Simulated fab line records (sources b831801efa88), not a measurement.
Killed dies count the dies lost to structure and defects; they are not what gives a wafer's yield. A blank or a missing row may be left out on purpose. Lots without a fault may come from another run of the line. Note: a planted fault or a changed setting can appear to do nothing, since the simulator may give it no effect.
What tool caused it? -- flow sky130 -- 11 lots with 33 wafers sampled at 3 steps, on a route of 708 steps

## WHAT THE GAUGES READ, wafer by wafer
SKY_METAL3_CD_MEAS_13: target cd 300 nm.
lot,measured,on,cd nm (nm)
L977,day 38 11:57,cd sem-02,298.8 300.2 299.7
L983,day 40 07:02,cd sem-02,299.1 298.9 298.8
L986,day 41 14:36,cd sem-02,298.5 297.7 298.4
L988,day 42 08:01,cd sem-02,299.8 301.2 299.9
L989,day 42 14:26,cd sem-02,306.2 306.7 305.5
L991,day 43 01:52,cd sem-02,307.3 306.9 308.6
L992,day 43 07:38,cd sem-02,304.8 305.6 305.9
L994,day 43 20:14,cd sem-02,299.0 300.3 299.3
L996,day 44 04:59,cd sem-02,299.1 300.2 300.1
L998,day 44 16:14,cd sem-02,299.9 299.7 300.7
L100,day 44 23:53,cd sem-01,298.6 298.8 299.6

## WHAT TOOL EACH LOT RAN ON (gives the tool, then ch and the chambers of the sampled wafers, and finally the start)
lot,SKY_CAPM_STRIP_14,SKY_METAL3_EXPOSE_10
L977,"plasma asher-04 ch 0,1, day 37 08:58","krf scanner-01 ch 0, day 37 23:52"
L983,"plasma asher-03 ch 0,1, day 39 06:44","krf scanner-01 ch 0, day 39 18:54"
L986,"plasma asher-03 ch 0,1, day 40 14:16","krf scanner-01 ch 0, day 41 03:40"
L988,"plasma asher-03 ch 0,1, day 41 07:49","krf scanner-02 ch 0, day 41 19:58"
L989,"plasma asher-04 ch 0,1, day 41 14:10","krf scanner-01 ch 0, day 42 03:24"
L991,"plasma asher-03 ch 0,1, day 42 02:40","krf scanner-01 ch 0, day 42 14:44"
L992,"plasma asher-03 ch 0,1, day 42 09:13","krf scanner-01 ch 0, day 42 20:33"
L994,"plasma asher-01 ch 0,1, day 42 21:11","krf scanner-02 ch 0, day 43 09:38"
L996,"plasma asher-03 ch 0,1, day 43 06:17","krf scanner-02 ch 0, day 43 17:56"
L998,"plasma asher-03 ch 0,1, day 43 17:41","krf scanner-02 ch 0, day 44 06:03"
L100,"plasma asher-04 ch 0,1, day 44 01:26","krf scanner-02 ch 0, day 44 12:29"
- SKY_CAPM_STRIP_14: strips in O2/N2.
- SKY_METAL3_EXPOSE_10: exposes mask MM3, target cd 300 nm.

## THE ANSWER, worked out from the rows above alone
Rule: what is usual is taken from the lots themselves. The widest of any qualifying gaps counts: lots, ordered by their means at a reading, are off when they make up no more than a third of the lots, leave a main group of 4 or more, and stand apart from it by 3 or more times the standard deviation of that group's means. Not used: any main group whose means are identical at the precision the tables above print for the reading. Also off: a lot with no number at a reading for which 4 or more lots have one. Any other lot the step has rows for is counted as sound.
Off: L989, L991, L992 (SKY_METAL3_CD_MEAS_13, cd nm). Main group: mean 299.4 nm, sd 0.64.
If a tool, at a process step before that reading, ran all the lots that are off and no sound lot after the first of them, it fits. Those tools and the gauges at SKY_METAL3_CD_MEAS_13 are tried in the same way. One fits: krf scanner-01 at SKY_METAL3_EXPOSE_10. Its last sound lot is L986 (day 41 03:40), its first lot that is off L989 (day 42 03:24): a fault that began between those two fits.

## WHAT THE SIMULATOR PUT IN
Process parameters drifting: krf scanner-01 at SKY_METAL3_EXPOSE_10, beginning at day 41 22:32. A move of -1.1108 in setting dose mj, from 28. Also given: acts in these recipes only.
Lots struck among those shown: L989, L991, L992. The rule above found the same.
